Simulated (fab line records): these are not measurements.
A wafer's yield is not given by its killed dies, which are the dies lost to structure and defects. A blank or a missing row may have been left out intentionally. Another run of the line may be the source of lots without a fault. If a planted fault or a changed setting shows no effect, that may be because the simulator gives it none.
fab line records	flow sky130
[record] lots = 12	wafers = 36	last-day = 50
route steps=708 shown FIELD_ISO@17 VT_ADJUST_PCH@150 LDD_P@261 LOCAL_INTERCONNECT@399 PAD_OPEN@708
lots that met no fault: taken from a fault-free run of the same line
start-h: hours from the record's opening day to when the first of the lot's shown wafers began	wait-h: hours elapsed since this lot's preceding step	" the same as in the row above	L1.1+2: several wafers, shown together as one row	- value missing, or start not given	* or withheld: withheld	< > ~ a bound
route shown NAME@n: NAME is a module with steps in the file, n the number in the route of the first one	usual: mean/standard deviation of fault-free wafers	same: alike in all rows	chamber/n: place in a boat	sites: the reading at each site	_std_site: the standard deviation of these	_edge_site: the outer-site mean with the inner-site mean subtracted	radius-mm: for every site, how far away it sits from the centre of the wafer	mask NAME#n: copy n	behind: the most recent tool/chamber to have shaped the wafer	hold: why the lot was held/for how many hours/how that ended	device: the n, p or np transistor that did not switch	end of line: the route-end tests of the same wafers	for a step that has no rows: nothing shown but its recipe	killed: dies that structure and defects cost at the first sort, which is not the same as the wafer's yield	map: the dies of a wafer, with x for killed, . for not killed, _ for no die there
set.NAME: setting as actually run; set.NAME@STEP: the setting as run at that earlier step	model.NAME: the simulator's own value behind a step, which no gauge read
a sample of lots followed through the steps of the route, with each step as a table and each wafer as a row
services: when a tool's chamber went out of use (start-h, in hours from the record's first day, below 0 if earlier), for how many hours, and the reason
[[steps]]
[step SKY_FIELD_ISO_STRIP_16]
[recipe] chemistry = O2/N2	power-w = 1400	pressure-mtorr = 1500	platen-temp-c = withheld	o2-flow-sccm = 3000	n2-flow-sccm = 300	overash-fraction = 0.5
[usual] drypump-motor-current-A = 5.8/0.43	oes-product-au = 0.378/0.005	strip-time-to-endpoint-s = 3.54/0.034
lot.wafer	tool	chamber	start-h	wait-h	drypump-motor-current-A	oes-product-au	rf-hours-counter-h	strip-time-to-endpoint-s
L955.1	plasma-asher-01	1	34.03	0.0	5.7	0.370	22	3.53
L955.3	"	0	"	"	6.3	0.380	-	3.60
L955.6	"	0	"	"	6.3	0.386	-	3.60
L957.1	plasma-asher-01	0	45.48	0.0	6.3	0.380	23	3.52
L957.2	"	1	"	"	5.6	0.380	23	3.50
L957.3	"	1	"	"	5.6	0.384	-	3.53
L964.3	plasma-asher-04	0	81.16	0.1	6.0	0.369	-	3.54
L964.4	"	1	"	"	5.9	0.376	-	3.52
L964.6	"	1	"	"	5.9	0.373	-	3.50
L965.1	plasma-asher-04	0	86.71	0.0	6.0	0.378	39	3.52
L965.4	"	0	"	"	6.0	0.381	-	3.55
L965.5	"	0	"	"	6.0	0.384	-	3.58
L966.2	plasma-asher-04	0	93.43	0.0	6.0	0.366	40	3.42
L966.3	"	1	"	"	5.9	0.380	-	3.52
L966.4	"	0	"	"	6.0	0.380	-	3.52
L970.2	plasma-asher-04	0	114.38	0.0	6.0	0.377	43	3.52
L970.3	"	0	"	"	6.0	0.379	-	3.55
L970.4	"	1	"	"	5.9	0.387	-	3.56
L971.2	plasma-asher-01	0	117.43	0.0	6.3	0.367	31	3.53
L971.4	"	0	"	"	6.3	0.380	-	3.48
L971.6	"	0	"	"	6.3	0.374	-	3.54
L972.2	plasma-asher-01	1	122.08	0.0	5.6	0.375	32	3.48
L972.3	"	1	"	"	5.6	0.382	-	3.51
L972.6	"	1	"	"	5.6	0.378	-	3.53
L973.1	plasma-asher-04	1	127.03	0.0	5.9	0.379	44	3.56
L973.3	"	1	"	"	5.9	0.373	-	3.58
L973.5	"	0	"	"	6.0	0.376	-	3.57
L975.1	plasma-asher-02	0	136.76	0.0	4.8	0.374	1	3.54
L975.2	"	1	"	"	5.8	0.385	1	3.57
L975.4	"	0	"	"	4.8	0.383	-	3.55
L976.1	plasma-asher-02	1	144.11	0.0	5.8	0.378	2	3.47
L976.2	"	0	"	"	4.8	0.382	2	3.57
L976.4	"	0	"	"	4.8	0.371	-	3.53
L977.1	plasma-asher-02	1	148.16	0.0	5.8	0.377	2	3.52
L977.4	"	0	"	"	4.8	0.381	-	3.56
L977.5	"	0	"	"	4.8	0.380	-	3.56
[step SKY_VT_ADJUST_PCH_OVL_MEAS_07]
[usual] VT_ADJUST_PCH_OVL = -0.4/1.4
lot.wafer	tool	chamber	start-h	wait-h	VT_ADJUST_PCH_OVL[nm]
L955.1	overlay-01	-	232.66	-	0.7
L955.3	"	-	"	"	-0.5
L955.6	"	-	"	"	1.3
L957.1	overlay-01	-	249.30	-	-0.5
L957.2	"	-	"	"	-1.4
L957.3	"	-	"	"	0.1
L964.3	overlay-01	-	303.80	-	0.3
L964.4	"	-	"	"	-0.5
L964.6	"	-	"	"	-1.3
L965.1	overlay-01	-	315.74	-	0.0
L965.4	"	-	"	"	0.0
L965.5	"	-	"	"	0.8
L966.2	overlay-01	-	319.55	-	-1.2
L966.3	"	-	"	"	-0.9
L966.4	"	-	"	"	-1.8
L970.2	overlay-02	-	347.94	-	-1.2
L970.3	"	-	"	"	-1.5
L970.4	"	-	"	"	0.5
L971.2	overlay-01	-	352.59	-	1.4
L971.4	"	-	"	"	0.0
L971.6	"	-	"	"	2.8
L972.2	overlay-02	-	363.47	-	-2.1
L972.3	"	-	"	"	-0.6
L972.6	"	-	"	"	-0.4
L975.1	overlay-02	-	381.79	-	-2.0
L975.2	"	-	"	"	-3.0
L975.4	"	-	"	"	-0.7
L973.1	overlay-01	-	384.11	-	0.7
L973.3	"	-	"	"	0.3
L973.5	"	-	"	"	-0.2
L976.1	overlay-02	-	391.59	-	-3.6
L976.2	"	-	"	"	-3.2
L976.4	"	-	"	"	-3.1
L977.1	overlay-02	-	399.86	-	-1.4
L977.4	"	-	"	"	-1.5
L977.5	"	-	"	"	-0.8
[step SKY_LDD_P_DEVELOP_06]
[recipe] resist = NOVOLAK	developer = TMAH	develop-time-s = 60	dev-temp-c = 23
[usual] developer-temp-C = 22.99/0.13	exhaust-pa = 44.9/0.85
lot.wafer	tool	chamber	start-h	wait-h	developer-temp-C	exhaust-pa
L955.1	litho-track-01	0	437.32	0.1	23.14	44.5
L955.3	"	0	"	"	23.22	45.1
L955.6	"	0	"	"	23.28	45.2
L957.1	litho-track-04	0	473.16	0.1	22.94	44.9
L957.2	"	0	"	"	23.22	45.3
L957.3	"	0	"	"	23.02	44.9
L964.3	litho-track-02	0	526.94	0.1	22.77	45.0
L964.4	"	0	"	"	23.09	44.3
L964.6	"	0	"	"	23.07	44.7
L965.1	litho-track-02	0	535.34	0.1	23.18	44.0
L965.4	"	0	"	"	23.09	44.9
L965.5	"	0	"	"	23.14	45.1
L966.2	litho-track-04	0	541.69	0.1	23.20	43.8
L966.3	"	0	"	"	23.10	44.6
L966.4	"	0	"	"	22.98	44.1
L970.2	litho-track-01	0	572.34	0.1	22.88	42.6
L970.3	"	0	"	"	22.84	43.6
L970.4	"	0	"	"	22.85	44.1
L971.2	litho-track-02	0	583.11	0.1	22.97	44.3
L971.4	"	0	"	"	23.01	44.7
L971.6	"	0	"	"	22.91	43.7
L972.2	litho-track-01	0	592.99	0.1	23.07	45.3
L972.3	"	0	"	"	23.02	46.7
L972.6	"	0	"	"	22.76	45.3
L975.1	litho-track-01	0	610.07	0.1	22.96	45.9
L975.2	"	0	"	"	22.85	45.3
L975.4	"	0	"	"	22.99	46.1
L973.1	litho-track-04	0	611.26	0.1	22.82	44.1
L973.3	"	0	"	"	23.01	45.1
L973.5	"	0	"	"	22.95	44.8
L976.1	litho-track-01	0	618.92	0.1	23.09	44.9
L976.2	"	0	"	"	23.11	46.2
L976.4	"	0	"	"	23.19	45.1
L977.1	litho-track-01	0	627.32	0.1	23.17	44.9
L977.4	"	0	"	"	23.01	44.1
L977.5	"	0	"	"	22.92	45.3
[step SKY_LDD_P_CD_MEAS_07]
[recipe] target-cd-nm = 380
[usual] cd-nm = 380.1/2.9
lot.wafer	tool	chamber	start-h	wait-h	hold	cd-nm
L955.1	cd-sem-02	-	437.47	0.1	-	382.1
L955.3	"	-	"	"	-	384.2
L955.6	"	-	"	"	-	382.9
L957.1	cd-sem-01	-	473.31	0.1	-	376.7
L957.2	"	-	"	"	-	378.2
L957.3	"	-	"	"	-	379.6
L964.3	cd-sem-02	-	527.08	0.1	-	375.8
L964.4	"	-	"	"	-	376.2
L964.6	"	-	"	"	-	375.8
L965.1	cd-sem-02	-	535.49	0.1	-	376.3
L965.4	"	-	"	"	-	376.4
L965.5	"	-	"	"	-	377.9
L966.2	cd-sem-01	-	541.83	0.1	-	383.4
L966.3	"	-	"	"	-	383.8
L966.4	"	-	"	"	-	384.6
L970.2	cd-sem-02	-	572.49	0.1	-	382.4
L970.3	"	-	"	"	-	380.5
L970.4	"	-	"	"	-	383.6
L971.2	cd-sem-01	-	583.26	0.1	-	379.5
L971.4	"	-	"	"	-	376.4
L971.6	"	-	"	"	-	376.9
L972.2	cd-sem-02	-	593.14	0.1	-	380.8
L972.3	"	-	"	"	-	378.6
L972.6	"	-	"	"	-	379.1
L975.1	cd-sem-02	-	610.22	0.1	await-dispo/0.2h/release	402.9
L975.2	"	-	"	"	await-dispo/0.2h/release	402.1
L975.4	"	-	"	"	await-dispo/0.2h/release	402.9
L975.1	cd-sem-02	-	610.69	0.4	-	403.0
L975.2	"	-	"	"	-	402.0
L975.4	"	-	"	"	-	402.9
L973.1	cd-sem-01	-	611.41	0.1	-	384.8
L973.3	"	-	"	"	-	381.3
L973.5	"	-	"	"	-	385.6
L976.1	cd-sem-01	-	619.07	0.1	await-dispo/0.2h/release	400.3
L976.2	"	-	"	"	await-dispo/0.2h/release	398.2
L976.4	"	-	"	"	await-dispo/0.2h/release	398.3
L976.1	cd-sem-01	-	619.49	0.4	-	400.3
L976.2	"	-	"	"	-	398.3
L976.4	"	-	"	"	-	398.1
L977.1	cd-sem-02	-	627.47	0.1	await-dispo/0.2h/release	399.2
L977.4	"	-	"	"	await-dispo/0.2h/release	399.2
L977.5	"	-	"	"	await-dispo/0.2h/release	400.7
L977.1	cd-sem-02	-	627.75	0.3	-	399.4
L977.4	"	-	"	"	-	399.0
L977.5	"	-	"	"	-	400.3
[step SKY_LOCAL_INTERCONNECT_OVL_MEAS_12]
[usual] LOCAL_INTERCONNECT_OVL = 2/5.9
lot.wafer	tool	chamber	start-h	wait-h	LOCAL_INTERCONNECT_OVL[nm]
L955.1	overlay-01	-	710.19	0.1	8
L955.3	"	-	"	"	12
L955.6	"	-	"	"	2
L957.1	overlay-02	-	740.76	0.1	-3
L957.2	"	-	"	"	0
L957.3	"	-	"	"	-2
L964.3	overlay-02	-	786.47	0.1	1
L964.4	"	-	"	"	-4
L964.6	"	-	"	"	1
L965.1	overlay-02	-	798.06	0.1	8
L965.4	"	-	"	"	0
L965.5	"	-	"	"	4
L966.2	overlay-02	-	800.24	0.1	-4
L966.3	"	-	"	"	-6
L966.4	"	-	"	"	-4
L970.2	overlay-01	-	827.74	0.1	6
L970.3	"	-	"	"	10
L970.4	"	-	"	"	1
L971.2	overlay-01	-	839.86	0.1	0
L971.4	"	-	"	"	1
L971.6	"	-	"	"	5
L972.2	overlay-02	-	849.14	0.1	-12
L972.3	"	-	"	"	4
L972.6	"	-	"	"	-5
L975.1	overlay-01	-	864.18	0.1	0
L975.2	"	-	"	"	-1
L975.4	"	-	"	"	1
L973.1	overlay-01	-	864.83	0.1	9
L973.3	"	-	"	"	-1
L973.5	"	-	"	"	-2
L976.1	overlay-02	-	871.36	0.1	3
L976.2	"	-	"	"	4
L976.4	"	-	"	"	10
L977.1	overlay-01	-	879.33	0.1	5
L977.4	"	-	"	"	-2
L977.5	"	-	"	"	4
[step SKY_PAD_OPEN_PROBE_99]
[usual] killed_at_M0_to_M3 = 43/7.2	killed_at_M4_up = 3.2/1.8	killed-at-contacts = 23/5.6	killed-at-front-end = 15/4.6	killed-at-other = 0.3/0.71	killed-dies = 85/10	killed-open = 46/7.8	killed-short = 38/6.5
[same] gross-dies = 492	killed-at-back-side = 0
lot.wafer	tool	chamber	start-h	wait-h	killed_at_M0_to_M3	killed_at_M4_up	killed-at-contacts	killed-at-front-end	killed-at-other	killed-dies	killed-open	killed-short
L957.1	prober-02	-	1102.91	0.1	43	2	17	6	0	68	35	32
L957.2	prober-02	-	1102.96	0.1	49	5	27	13	0	94	51	43
L957.3	prober-02	-	1103.01	0.2	39	5	18	16	0	78	40	37
// killed by level:class
L957.1 METAL2:geometric-particle:short=7 LI_CONTACT:geometric-particle:open=6 VIA1:geometric-particle:open=6 METAL1:geometric-particle:short=5 METAL3:geometric-particle:short=5 CONTACT:geometric-particle:open=4 VIA2:geometric-particle:short=4 VIA3:geometric-particle:short=4
L957.2 VIA3:geometric-particle:open=10 LI_CONTACT:geometric-particle:open=8 CONTACT:geometric-particle:short=7 VIA1:geometric-particle:open=7 VIA2:geometric-particle:open=7 CONTACT:geometric-particle:open=6 METAL2:geometric-particle:short=6 METAL1:geometric-particle:short=5
L957.3 VIA1:geometric-particle:open=14 LI_CONTACT:geometric-particle:open=7 FIELD_ISO:geometric-particle:open=5 FIELD_ISO:geometric-particle:short=5 METAL1:geometric-particle:short=5 VIA2:geometric-particle:short=5 LOCAL_INTERCONNECT:geometric-particle:short=4 VIA1:geometric-particle:short=3
[[services]]
tool	chamber	start-h	hours	kind
plasma-asher-04	-	21.06	2.8	pm
plasma-asher-02	-	68.85	7.8	repair
plasma-asher-02	-	84.48	15.6	pm
plasma-asher-02	-	104.50	8.7	repair
plasma-asher-02	-	113.24	9.0	pm
plasma-asher-02	0	113.24	9.0	vent-cycle
plasma-asher-04	-	162.89	1.0	repair
litho-track-01	-	236.42	-	consumable-replace:filter
plasma-asher-04	-	242.49	2.6	repair
plasma-asher-02	-	282.42	6.6	repair
plasma-asher-02	-	310.47	1.7	repair
plasma-asher-02	-	324.24	2.8	pm
plasma-asher-01	-	328.39	4.3	pm
plasma-asher-02	-	332.69	6.3	repair
plasma-asher-04	-	342.05	1.4	repair
plasma-asher-04	-	421.25	9.0	pm
plasma-asher-04	0	421.25	9.0	vent-cycle
plasma-asher-04	1	421.25	9.0	vent-cycle
plasma-asher-04	0	430.25	-	clean
plasma-asher-04	1	430.25	-	clean
plasma-asher-02	-	435.17	6.6	repair
plasma-asher-01	-	510.88	2.8	pm
plasma-asher-02	-	541.10	0.4	repair
plasma-asher-01	-	594.59	0.4	repair
[[key]]
[first-sign] step = SKY_LDD_P_CD_MEAS_07	reading = visit	direction = added
[effect] step = SKY_LDD_P_CD_MEAS_07	reading = cd-nm	direction = up	sigmas = 7	usual = 380.1	struck = 400.4
met-at SKY_LDD_P_DEVELOP_06
struck-lots L975,L976,L977
rows-end L975.1,L977.5
tester-left-out L975,L976,L977
not-acting-at SKY_FIELD_ISO_STRIP_16,SKY_VT_ADJUST_PCH_OVL_MEAS_07,SKY_LOCAL_INTERCONNECT_OVL_MEAS_12
onset-between 592.99 610.07
[fault] kind = process-parameter-drift	tool = litho-track-01	chamber = -	onset-h = 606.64	steps = SKY_LDD_P_DEVELOP_06	channel = develop-time-s	offset = *	shape = step	end-h = 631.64	acts-in = *	stated = *
// tester-left-out: of these lots the tester's yield and bins aren't shown, on N5 and GAA mostly nor the transistor test; their killed dies are dies lost to structure and defects alone, not to doping, threshold or leakage, so they don't give the yield
// rows-end: these wafers met a further fault down the route, and their rows from its step on are left out
